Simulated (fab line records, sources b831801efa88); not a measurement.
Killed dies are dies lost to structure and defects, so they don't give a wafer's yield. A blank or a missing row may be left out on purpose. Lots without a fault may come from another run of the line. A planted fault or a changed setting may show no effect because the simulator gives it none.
A struck lot beside a sound one | flow sky130 | 18 steps out of a route of 708
Sound: wafers L385.1, L385.4, L385.5. Struck: wafer L401.2. (L401.3, L401.6 of the same lot were not struck and are left out.) The cause comes at the end.
At each step with rows: each side's tool, then ch and its chambers, then its first start. Under that, the readings that differ: sound wafers | struck wafers | difference of the means | sigmas: that difference in standard deviations of wafers without a fault.
alike: readings whose means differ by less than 2 such deviations, and words and numbers that are the same on both sides. not compared: withheld readings, readings that some wafer has no value for, bounds like >300 that may hide the same value, and numbers for which the record gives no deviation and whose values overlap.
The two part at a step that has a row with sigmas, a row that says differs or no value, or rows on one side only. Numbers that don't overlap but have no deviation are shown without sigmas and don't part them. A reading that every wafer of one side lacks parts them only if that side has two wafers or more.

first, 3 steps without rows for these wafers: SKY_VIA1_EXPOSE_09 (exposes mask VIM, target cd 150 nm); SKY_VIA1_PEB_10; SKY_VIA1_DEVELOP_11 (develop time 60 s).
SKY_VIA1_CD_MEAS_12: target cd 150 nm.
  sound on cd_sem-01, day 35 06:21; struck on cd_sem-01, day 40 06:16
  alike: cd_nm
SKY_VIA1_OVL_MEAS_13:
  sound on overlay-02, day 35 06:28; struck on overlay-02, day 40 06:22
  alike: VIA1_OVL
SKY_VIA1_ETCH_14: etches BARC in N2/H2, stops on SiO2, time 45.9 s, target depth 60 nm.
  sound on rie_diel-03 ch 2,3, day 35 06:30; struck on rie_diel-02 ch 2, day 40 06:24
  alike: bias_w, drypump_motor_current_A, oes_product_au, throttle_valve_pct
  not compared: rf_hours_counter_h
SKY_VIA1_ETCH_15: etches SiO2 in C4F8/O2/Ar, stops on TiN, target depth 351 nm, time 54 s.
  sound on rie_diel-03 ch 2,3, day 35 06:32; struck on rie_diel-02 ch 2, day 40 06:26
  alike: bias_w, oes_product_au
SKY_VIA1_STRIP_16: strips in O2/N2.
  sound on plasma_asher-01 ch 0,1, day 35 06:35; struck on plasma_asher-03 ch 0, day 40 06:29
  reading                      | sound             | struck | difference | sigmas
  oes_product_au (a.u.)        | 0.409 0.416 0.406 | 0.422  | +0.012     | +2
  strip_time_to_endpoint_s (s) | 4.453 4.460 4.461 | 4.404  | -0.054     | -2
  alike: drypump_motor_current_A
  not compared: rf_hours_counter_h
then, 3 steps without rows for these wafers: SKY_VIA1_STRIP_17 (strips in post etch residue remover, time 1200 s); SKY_VIA1_CLEAN_18 (cleans in IPA, time 180 s); SKY_VIA1_CLEAN_19 (cleans in O3/DIW).
SKY_VIA1_SPUTTER_20: material TiN, target thk 20 nm, time 80 s.
  sound on pvd_sputter-02, day 35 07:11; struck on pvd_sputter-04, day 40 07:08
  reading                | sound          | struck | difference | sigmas
  throttle_valve_pct (%) | 29.4 29.0 30.2 | 31.8   | +2.3       | +3
SKY_VIA1_CVD_21: deposits W, target thk 270 nm, time 80.902 s.
  sound on cvd_w-02 ch 0,1, day 35 07:14; struck on cvd_w-02 ch 0, day 40 07:12
  reading                            | sound             | struck | difference | sigmas
  model.W_of_VIA1_CVD_21.thk_nm (nm) | 265.9 266.4 277.2 | 96.55  | -173.28    |
  alike: heater_power_w, susceptor_temp_C
SKY_VIA1_RS_MEAS_22: measures by four-point-probe.
  sound on film_metro-01, day 35 07:25; struck on film_metro-04, day 40 07:19
  reading            | sound             | struck | difference | sigmas
  VIA1_W_RS (ohm/sq) | 0.434 0.434 0.416 | 1.227  | +0.799     | +81
SKY_VIA1_THK_MEAS_23: measures by xrf.
  sound on film_metro-01, day 35 07:32; struck on film_metro-04, day 40 07:26
  reading         | sound       | struck | difference | sigmas
  VIA1_W_THK (nm) | 268 268 278 | 95     | -176       | -25
SKY_VIA1_CMP_24: polishes, stops on SiO2, t overpolish 15 s, target thk 0 nm.
  sound on cmp-02 ch 1,2, day 35 07:35; struck on cmp-02 ch 2, day 40 07:32
  reading                | sound    | struck | difference | sigmas
  time_to_endpoint_s (s) | 62 65 68 | 25     | -40        | -10
  alike: motor_current_A
SKY_METAL2_SPUTTER_00: material Ti, target thk 15 nm, time 10 s.
  sound on pvd_sputter-03, day 35 07:53; struck on pvd_sputter-01, day 40 07:47
  alike: throttle_valve_pct
SKY_PAD_OPEN_PROBE_99:
  the record has rows for the sound wafers here (prober-02, day 46 17:50) and none for the struck ones

WHERE THEY PART
First at SKY_VIA1_STRIP_16; last, within this record, at SKY_PAD_OPEN_PROBE_99.

WHY: what the simulator had put in
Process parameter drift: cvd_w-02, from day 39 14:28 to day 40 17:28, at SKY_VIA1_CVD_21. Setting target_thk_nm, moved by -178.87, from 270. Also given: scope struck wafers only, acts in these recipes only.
